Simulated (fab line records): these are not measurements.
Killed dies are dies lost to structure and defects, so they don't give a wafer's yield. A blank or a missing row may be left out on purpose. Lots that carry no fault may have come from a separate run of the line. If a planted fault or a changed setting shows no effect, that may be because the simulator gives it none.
Code-filled problem report in 8D (eight disciplines) form | flow sky130 | the parts of the form that need people (team, actions taken, sign-off) are left out

1. WHAT WENT WRONG
At SKY_LDD_HVN_STRIP_09, stripTimeToEndpointS averages 2.508 s over 3 wafers from 2 lots, while fault-free wafers read 4.139 s, standard deviation 0.017. Relative to the usual mean, that is a shift of -96 standard deviations.
The step: strips in O2/N2.
First seen on wafer L292.1, day 23 19:14, on plasmaAsher-01. At this step, 36 wafers from 12 lots have a number in the record. By rule, "out" or "out of limits" means more than 4 standard deviations away from the usual mean. The other wafers with a number count as sound.

2. WHAT IT IS, AND WHAT IT ISN'T
question                    | is                                 | is not
which readings at this step | stripTimeToEndpointS, oesProductAu | chamberPressureMTorr, drypumpMotorCurrentA, o2FlowSccm
which lots                  | L292, L294                         | L285, L286, L287, L289, L290, L291, L293, L303, L304, L305
which wafers of those lots  | L292.1, L294.1, L294.6             | L292.3, L292.4, L294.4
read on which tools         | plasmaAsher-01, plasmaAsher-02     | plasmaAsher-03
when                        | from day 23 19:14                  | up to then (20 sound wafers); but 13 sound wafers of L293, L294, L303, L304, L305 came after

3. SUSPECTS, AND WHAT RULES EACH OUT
Counting: any tool at a process step up to the reading remains a suspect provided it ran every lot that is out. Sound lots after the first of them don't rule it out here, since some wafers of a struck lot are sound.
- lithoTrack-02 at SKY_LDD_HVN_COAT_02 (resist thk 300 nm): kept. It ran every lot that is out, first L292 (day 23 03:41); its last sound lot up to then is L291 (day 22 19:08).
Remaining after the count: lithoTrack-02 at SKY_LDD_HVN_COAT_02.

4. THE CAUSE (what the simulator had put in)
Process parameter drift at SKY_LDD_HVN_COAT_02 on lithoTrack-02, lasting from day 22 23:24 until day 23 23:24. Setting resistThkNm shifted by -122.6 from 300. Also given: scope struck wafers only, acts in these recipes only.
The count eliminated every tool but this one.

5. THE EFFECT CHAIN, in route order
One row per reading whose mean, taken over the struck wafers that have a number, lies over 3 standard deviations from the usual. Only readings for which the record gives a usual standard deviation are gone through. hours: the time from each lot's start at the first step in this table that gives one to its start at this step, as a median over the lots. sigmas: the change in usual standard deviations.
hours | step                   | reading              | usual      | on struck wafers | change | sigmas
0     | SKY_LDD_HVN_STRIP_09   | oesProductAu         | 0.408 a.u. | 0.341            | -0.067 | -15
0     | SKY_LDD_HVN_STRIP_09   | stripTimeToEndpointS | 4.139 s    | 2.508            | -1.631 | -96
29    | SKY_LDD_HVP_TW_MEAS_10 | LDD_HVP_TW           | 455.4      | 462.3            | +6.9   | +3.0
The process steps in it:
- SKY_LDD_HVN_STRIP_09: strips in O2/N2.
Later steps that measure or inspect, where all struck wafers having a row at the step show a number for every such reading and not one has moved that far: SKY_LDD_HVP_OVL_MEAS_07.

6. WHAT WOULD HAVE CAUGHT IT SOONER
20 hours passed between the start of the fault at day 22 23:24 and the first reading out of limits in this record, taken at day 23 19:14.
Of the lots that are out (2), L294 began SKY_LDD_HVN_COAT_02 on lithoTrack-02 after day 23 19:14. It would have been spared by a hold on the tool at that moment.
